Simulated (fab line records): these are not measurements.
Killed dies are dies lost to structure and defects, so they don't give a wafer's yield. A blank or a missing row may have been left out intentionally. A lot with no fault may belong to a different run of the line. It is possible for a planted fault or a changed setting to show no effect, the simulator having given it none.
Which tool is to blame? -- flow gf180mcu -- Sampling: 13 lots, 39 wafers, 5 of 602 route steps

WHAT THE GAUGES SHOWED, per wafer
GF_M5_CD_MEAS_07: target cd 280 nm. Usual: cd-nm at 280.0 nm, with a standard deviation of 1.3.
lot,measured,on,cd-nm (nm),flag
L127,day 26 12:31,cd-sem-01,279.0 278.5 278.9,
L128,day 26 14:17,cd-sem-02,278.2 277.5 278.3,
L129,day 27 09:46,cd-sem-02,278.0 277.4 277.1,
L130,day 27 10:26,cd-sem-02,278.8 278.0 277.1,
L131,day 27 14:14,cd-sem-01,281.5 281.1 278.5,
L132,day 27 20:25,cd-sem-01,279.9 279.2 278.9,
L133,day 28 09:51,cd-sem-01,279.4 279.5 279.3,
L134,day 28 19:19,cd-sem-02,280.0 280.4 280.9,
L135,day 29 05:41,cd-sem-01,281.3 282.3 281.1,
L136,day 29 07:29,cd-sem-02,278.4 280.5 280.0,
L142,day 31 01:01,cd-sem-02,280.7 281.0 281.6,
L147,day 32 00:23,cd-sem-02,280.4 280.3 280.1,
L149,day 32 12:28,cd-sem-01,278.6 278.6 278.7,

GF_TOP_METAL_CD_MEAS_14: target cd 440 nm. Usual: cd-nm at 440.3 nm, with a standard deviation of 2.4.
lot,measured,on,cd-nm (nm),flag
L127,day 28 08:52,cd-sem-02,444.9 443.5 443.2,
L128,day 28 10:23,cd-sem-01,440.7 439.3 437.6,
L129,day 29 02:52,cd-sem-02,440.3 438.7 440.8,
L130,day 29 03:47,cd-sem-01,435.9 434.7 434.7,
L131,day 29 08:29,cd-sem-01,439.1 439.8 439.6,
L132,day 29 15:19,cd-sem-01,439.6 440.1 439.2,
L133,day 30 02:53,cd-sem-02,441.1 440.8 441.5,
L134,day 30 11:57,cd-sem-02,442.2 441.1 441.7,
L135,day 30 21:35,cd-sem-02,439.6 440.0 440.0,
L136,day 30 22:44,cd-sem-01,442.9 441.4 443.2,
L142,day 32 14:42,cd-sem-01,439.3 420.3 438.1,OFF
L147,day 33 12:14,cd-sem-02,439.3 441.0 442.8,
L149,day 33 22:25,cd-sem-02,440.3 440.7 438.9,

GF_PASSIVATION_BOW_MEAS_14. Usual: for PASSIVATION_BOW the level is 136 um and the standard deviation is 10.
lot,measured,on,PASSIVATION_BOW (um),flag
L127,day 29 06:08,film-metro-03,130 125 123,
L128,day 29 09:22,film-metro-01,122 128 123,
L129,day 30 01:08,film-metro-01,134 132 140,
L130,day 30 01:57,film-metro-01,145 143 134,
L131,day 30 07:28,film-metro-01,133 132 143,
L132,day 30 13:05,film-metro-02,122 120 125,
L133,day 31 00:13,film-metro-01,131 121 136,
L134,day 31 08:53,film-metro-03,125 138 126,
L135,day 31 18:44,film-metro-02,141 131 141,
L136,day 31 20:05,film-metro-03,144 137 140,
L142,day 33 09:19,film-metro-03,147 147 147,
L147,day 34 06:59,film-metro-02,140 147 146,
L149,day 34 15:53,film-metro-01,149 151 155,

WHAT TOOL EACH LOT RAN ON (gives the tool, then ch and the chambers of the sampled wafers, and finally the start)
lot,GF_V5_CMP_04,GF_TOP_METAL_EXPOSE_11
L127,"cmp-01 ch 0,2,3, day 26 13:48","iline-stepper-02 ch 0, day 27 21:59"
L128,"cmp-01 ch 0,1,3, day 26 15:26","iline-stepper-01 ch 0, day 27 23:48"
L129,"cmp-02 ch 0,1, day 27 10:56","iline-stepper-01 ch 0, day 28 17:20"
L130,"cmp-01 ch 2,3, day 27 11:32","iline-stepper-01 ch 0, day 28 17:58"
L131,"cmp-01 ch 0,1, day 27 15:31","iline-stepper-01 ch 0, day 28 22:41"
L132,"cmp-01 ch 2,3, day 27 21:33","iline-stepper-02 ch 0, day 29 06:02"
L133,"cmp-01 ch 0,1,2, day 28 11:05","iline-stepper-02 ch 0, day 29 16:55"
L134,"cmp-01 ch 0,1,2, day 28 20:26","iline-stepper-02 ch 0, day 30 03:53"
L135,"cmp-02 ch 0,2,3, day 29 06:53","iline-stepper-01 ch 0, day 30 12:22"
L136,"cmp-02 ch 0,1,2, day 29 08:36","iline-stepper-01 ch 0, day 30 13:32"
L142,"cmp-01 ch 0,2,3, day 31 02:20","iline-stepper-01 ch 0, day 32 06:07"
L147,"cmp-01 ch 0,3, day 32 02:11","iline-stepper-02 ch 0, day 33 05:01"
L149,"cmp-01 ch 0,2,3, day 32 13:38","iline-stepper-02 ch 0, day 33 14:44"
- GF_V5_CMP_04: polishes SiO2.
- GF_TOP_METAL_EXPOSE_11: exposes mask MetalTop, target cd 440 nm.

WHAT THE TOOLS THEMSELVES READ (means of the sampled wafers that have a number; where no wafer has one, the mark that the record gives instead)
GF_V5_CMP_04. Usual: motor-current-A at 11.7 A, with a standard deviation of 1.5.
lot,tool,motor-current-A (A),flag
L127,cmp-01,11.1,
L128,cmp-01,11.0,
L129,cmp-02,12.5,
L130,cmp-01,10.9,
L131,cmp-01,11.1,
L132,cmp-01,11.2,
L133,cmp-01,11.4,
L134,cmp-01,10.9,
L135,cmp-02,12.6,
L136,cmp-02,13.6,
L142,cmp-01,11.4,
L147,cmp-01,11.3,
L149,cmp-01,11.5,

GF_TOP_METAL_EXPOSE_11. Usual: exposure-dose-mJ-cm2 at 170.01, with a standard deviation of 0.17.
lot,tool,exposure-dose-mJ-cm2,flag
L127,iline-stepper-02,170.20,
L128,iline-stepper-01,169.83,
L129,iline-stepper-01,170.02,
L130,iline-stepper-01,169.93,
L131,iline-stepper-01,170.23,
L132,iline-stepper-02,170.07,
L133,iline-stepper-02,170.21,
L134,iline-stepper-02,170.22,
L135,iline-stepper-01,170.17,
L136,iline-stepper-01,169.89,
L142,iline-stepper-01,169.80,
L147,iline-stepper-02,169.89,
L149,iline-stepper-02,170.16,

THE ANSWER, worked out from the rows above alone
Rule: take the mean of a lot's wafers that have a number; if it is more than 3 standard deviations from the usual mean, the lot is off. A lot without any number at a reading at which 4 lots or more have one is off too. All remaining lots with rows at the step are treated as sound. The gauges are gone through in route order, then the tools' own readings, and for those a lot's mean is taken as printed above. At the first step where some lot is off, the reading lying furthest off is the one used; lots without a number count as furthest.
Off: L142, at GF_TOP_METAL_CD_MEAS_14 (cd-nm).
A tool fits if, at a process step before that reading, it ran every lot that is off, and no sound lot after the first of them. The gauges at GF_TOP_METAL_CD_MEAS_14 are tried like those tools. This does not decide it: 2 tools fit, namely iline-stepper-01 at GF_TOP_METAL_EXPOSE_11 and cd-sem-01 at GF_TOP_METAL_CD_MEAS_14.

WHAT THE SIMULATOR HAD PUT IN
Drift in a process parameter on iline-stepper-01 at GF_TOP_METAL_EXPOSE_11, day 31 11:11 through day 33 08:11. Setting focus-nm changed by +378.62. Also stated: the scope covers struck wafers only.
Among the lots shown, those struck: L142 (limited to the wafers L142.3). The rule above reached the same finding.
